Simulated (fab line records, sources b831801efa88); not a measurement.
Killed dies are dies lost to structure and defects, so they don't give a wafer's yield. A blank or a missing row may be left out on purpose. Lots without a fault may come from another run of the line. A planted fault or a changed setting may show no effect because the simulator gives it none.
Problem report in the 8D (eight disciplines) form, filled by code | flow sky130 | the parts of the form that need people (team, actions taken, sign-off) are left out

1. THE PROBLEM
LI_CONTACT_HDPCVD_THK at SKY_LI_CONTACT_THK_MEAS_01 reads a mean of 1219 nm on 3 wafers of 3 lots; wafers without a fault read 934 nm with a standard deviation of 10. That is +28 standard deviations from the usual mean.
First seen on wafer L474.3, day 31 01:13, on film_metro-02. The record holds 37 wafers of 13 lots with a number at this step. Rule for "out", or "out of limits": more than 4 standard deviations from the usual mean. The other wafers with a number count as sound.

2. WHAT IT IS AND WHAT IT IS NOT
question                    | is                           | is not
which readings at this step | LI_CONTACT_HDPCVD_THK        | -
which lots                  | L474, L475, L476             | L466, L467, L469, L477, L478, L481, L485, L486, L487, L488
which wafers of those lots  | L474.3, L475.3, L476.3       | L474.2, L474.6, L475.5, L476.5
read on which gauges        | film_metro-01, film_metro-02 | film_metro-03
when                        | from day 31 01:13            | up to then (11 sound wafers); but 23 sound wafers of L475, L476, L477, L478, L481, L485, L486, L487, L488 came after

3. SUSPECTS, AND WHAT RULES EACH OUT
Counting: a tool at a process step up to the reading stays a suspect if it ran every lot that is out. Sound lots after the first of them don't rule it out here, since some wafers of a struck lot are sound.
- the gauge at SKY_LI_CONTACT_THK_MEAS_01: ruled out. The wafers that are out were read on 2 gauges (film_metro-01, film_metro-02).
- hdpcvd-01 at SKY_LI_CONTACT_HDPCVD_00 (deposits PSG, target thk 930 nm, time 155 s): kept. It ran every lot that is out, first L474 (day 31 01:06). Its own readings are out on those wafers: run_length_s.
Left after counting: hdpcvd-01 at SKY_LI_CONTACT_HDPCVD_00.

4. THE CAUSE (what the simulator had put in)
Process parameter drift: hdpcvd-01, from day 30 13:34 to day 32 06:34, at SKY_LI_CONTACT_HDPCVD_00. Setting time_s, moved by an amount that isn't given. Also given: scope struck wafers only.
Counting left only this tool.

5. THE CHAIN OF EFFECTS, in route order
Each row: a reading whose mean over the struck wafers that have a number lies more than 3 standard deviations from the usual. Only readings for which the record gives a usual standard deviation are gone through. hours: the time from each lot's start at the first step in this table that gives one to its start at this step, as a median over the lots. sigmas: the change in usual standard deviations.
hours | step                       | reading               | usual   | on struck wafers | change | sigmas
0     | SKY_LI_CONTACT_HDPCVD_00   | run_length_s          | 182.8 s | 232.3            | +49.5  | +93
0     | SKY_LI_CONTACT_THK_MEAS_01 | LI_CONTACT_HDPCVD_THK | 934 nm  | 1219             | +285   | +28
0     | SKY_LI_CONTACT_CMP_02      | time_to_endpoint_s    | 35 s    | 68               | +33    | +6.7
The process steps in it:
- SKY_LI_CONTACT_HDPCVD_00: deposits PSG, target thk 930 nm, time 155 s.
- SKY_LI_CONTACT_CMP_02: polishes PSG.

6. WHAT WOULD HAVE CAUGHT IT SOONER
In this record the first reading out of limits at a measuring or inspecting step was taken at day 31 01:13, 12 hours after the fault began at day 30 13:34.
The tool's own readings at SKY_LI_CONTACT_HDPCVD_00 were out on every struck wafer that the step has a row for (run_length_s): an alarm limit on them would have fired on the first of those.
Of the lots that are out (3), L475, L476 began SKY_LI_CONTACT_HDPCVD_00 on hdpcvd-01 after day 31 01:13. A hold on the tool at that time would have spared those 2.
